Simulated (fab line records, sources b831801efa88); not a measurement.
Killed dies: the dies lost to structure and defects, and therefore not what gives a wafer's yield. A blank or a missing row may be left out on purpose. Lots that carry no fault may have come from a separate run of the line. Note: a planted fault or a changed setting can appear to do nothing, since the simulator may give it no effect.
Which tool was responsible?	flow sky130	11 lots with 33 wafers sampled at 4 steps, on a route of 708 steps

## WHAT THE GAUGES READ, wafer by wafer
SKY_VT_ADJUST_NCORE_TW_MEAS_11.
lot	measured	on	VT_ADJUST_NCORE_TW
L681	day 10 02:40	film-metro-03	221.6 222.4 220.8
L683	day 10 09:35	film-metro-04	220.0 218.8 221.2
L684	day 10 11:28	film-metro-01	220.9 221.1 220.9
L685	day 11 03:55	film-metro-01	221.5 221.8 222.1
L687	day 11 08:03	film-metro-04	217.4 218.7 218.8
L692	day 12 16:17	film-metro-04	218.6 219.5 218.7
L694	day 13 12:32	film-metro-01	226.4 226.6 225.4
L695	day 14 07:05	film-metro-03	225.5 225.3 224.6
L696	day 14 12:26	film-metro-04	224.6 223.8 225.4
L697	day 14 15:18	film-metro-03	220.6 221.5 219.7
L698	day 15 12:11	film-metro-01	221.2 221.3 220.4

## WHICH TOOL RAN EACH LOT (tool, then ch and the chambers of the sampled wafers, then the start)
lot	SKY_PWDE_STRIP_09	SKY_VT_ADJUST_NCORE_IMPLANT_09	SKY_VT_ADJUST_NCORE_STRIP_10
L681	plasma-asher-02 ch 0,1, day 5 02:42	implanter-04 ch 0, day 10 02:26	plasma-asher-04 ch 0,1, day 10 02:34
L683	plasma-asher-02 ch 0,1, day 5 11:01	implanter-04 ch 0, day 10 09:20	plasma-asher-02 ch 0,1, day 10 09:29
L684	plasma-asher-02 ch 0,1, day 5 14:51	implanter-03 ch 0, day 10 11:15	plasma-asher-01 ch 0,1, day 10 11:23
L685	plasma-asher-01 ch 0,1, day 5 19:33	implanter-01 ch 0, day 11 03:42	plasma-asher-01 ch 0,1, day 11 03:50
L687	plasma-asher-04 ch 0,1, day 6 04:35	implanter-01 ch 0, day 11 07:49	plasma-asher-01 ch 0,1, day 11 07:56
L692	plasma-asher-02 ch 0,1, day 7 07:36	implanter-04 ch 0, day 12 16:04	plasma-asher-01 ch 0,1, day 12 16:11
L694	plasma-asher-02 ch 0,1, day 7 21:58	implanter-01 ch 0, day 13 12:17	plasma-asher-01 ch 0,1, day 13 12:26
L695	plasma-asher-02 ch 0,1, day 8 04:29	implanter-01 ch 0, day 14 06:50	plasma-asher-02 ch 0,1, day 14 06:59
L696	plasma-asher-01 ch 0,1, day 8 11:43	implanter-01 ch 0, day 14 12:11	plasma-asher-01 ch 0,1, day 14 12:20
L697	plasma-asher-04 ch 0,1, day 8 18:19	implanter-04 ch 0, day 14 15:03	plasma-asher-01 ch 0,1, day 14 15:12
L698	plasma-asher-02 ch 0,1, day 9 08:23	implanter-03 ch 0, day 15 11:56	plasma-asher-01 ch 0,1, day 15 12:05
- SKY_PWDE_STRIP_09: strips in O2/N2.
- SKY_VT_ADJUST_NCORE_IMPLANT_09
- SKY_VT_ADJUST_NCORE_STRIP_10: strips in O2/N2.

## THE ANSWER, worked out from the rows above alone
Rule: what is usual is taken from the lots themselves. Put in order of their means at a reading, lots are off if they are a third of the lots or fewer, leave a main group of 4 or more, and stand apart from it by a gap of 3 or more times the standard deviation of the main group's means; of several such gaps the widest counts. A main group whose means are all the same, to the digits that the tables above print for the reading, isn't used. Also off: a lot with no number at a reading for which 4 or more lots have one. All remaining lots with rows at the step are treated as sound.
Nothing can be told from this: no lot is off at any reading shown.

## WHAT THE SIMULATOR PUT IN
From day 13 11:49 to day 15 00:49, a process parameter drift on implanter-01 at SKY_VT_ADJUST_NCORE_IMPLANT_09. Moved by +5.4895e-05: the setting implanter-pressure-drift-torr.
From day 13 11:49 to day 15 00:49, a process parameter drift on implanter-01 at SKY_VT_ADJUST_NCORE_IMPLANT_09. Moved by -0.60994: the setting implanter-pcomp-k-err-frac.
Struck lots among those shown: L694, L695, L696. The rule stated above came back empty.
